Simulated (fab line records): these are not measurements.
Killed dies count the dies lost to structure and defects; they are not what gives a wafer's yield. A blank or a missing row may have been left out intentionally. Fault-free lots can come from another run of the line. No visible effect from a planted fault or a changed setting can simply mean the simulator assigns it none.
Chamber matching -- flow gf180mcu -- pecvd-02 running GF_V5_CVD_02: 3 sister chambers
The step deposits SiO2 from TEOS, target thk 1450 nm, time 163.28 s. 3 wafers are shown with their chamber, then 7 later ones without.

## EACH WAFER AND ITS CHAMBER
wafer,chamber,heaterPowerW (W)
L201.1,1,846
L201.3,0,582
L205.4,2,500

## WAFERS WITH NO CHAMBER GIVEN
wafer,heaterPowerW (W)
L205.6,581
L211.1,671
L211.2,524
L211.3,400
L216.1,868
L216.4,578
L216.5,756

## WHICH CHAMBER EACH ONE RAN IN
wafer,from the rows above,in truth
L205.6,can't be placed: 0 or 2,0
L211.1,can't be placed: 0 or 2 or 1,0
L211.2,can't be placed: 2 or 0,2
L211.3,can't be placed: 2 or 0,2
L216.1,1,1
L216.4,can't be placed: 0 or 2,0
L216.5,can't be placed: 1 or 0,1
Placed correctly: 1 of 7. Not placeable from these rows: 6 (in 6, the candidates include the true chamber). Placed wrongly: 0.
How it was worked out, from the rows above alone: a wafer's distance from a chamber is the root of the sum, over the readings, of the square of ((its reading less the chamber's mean) divided by the reading's scatter). If the next closest chamber is less than 2 further off than the closest, the wafer can't be placed; otherwise it belongs to the closest. A chamber's mean is the mean of its shown wafers. The scatter: root of mean squared gap, hidden wafer to nearest shown wafer, with one shown wafer a chamber.
